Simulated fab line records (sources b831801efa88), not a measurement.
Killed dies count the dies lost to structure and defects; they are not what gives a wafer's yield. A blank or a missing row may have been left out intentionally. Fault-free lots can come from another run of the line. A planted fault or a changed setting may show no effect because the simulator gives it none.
Matching of chambers    flow sfq_line    SFQ_TRILAYER_I4_CMP_CMP_100 on cmp-02 has 4 sister chambers
The step polishes SiO2. 4 wafers are shown with their chamber, then 8 later ones without.

WAFERS PAIRED WITH THEIR CHAMBERS
wafer   chamber  motor_current_A (A)
L907.6  3        11.8
L919.4  1        10.7
L919.5  0        9.5
L920.4  2        10.0

WAFERS MISSING THEIR CHAMBER
wafer   motor_current_A (A)
L920.2  10.8
L920.6  9.9
L923.1  10.8
L923.4  10.5
L923.6  9.5
L924.1  10.8
L924.5  11.9
L924.6  10.5

EACH ONE'S CHAMBER
wafer    from the rows above   in truth
L920.2   1                     1
L920.6   2                     2
L923.1   1                     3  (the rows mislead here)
L923.4   1                     1
L923.6   0                     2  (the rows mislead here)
L924.1   1                     1
L924.5   3                     3
L924.6   1                     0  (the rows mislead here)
Correct placement for 5 of the 8. Number that these rows cannot place: 0. Wrongly placed: 3.
How it was worked out, from the rows above alone: a wafer's distance from a chamber is the root of the sum, over the readings, of the square of ((its reading less the chamber's mean) divided by the reading's scatter). The wafer belongs to the nearest chamber; if the next one is less than 2 further off, it can't be placed. A chamber's mean is the mean of its shown wafers. The scatter: with one shown wafer a chamber, the root of the mean of the squares of how far each hidden wafer lies from its nearest shown one.
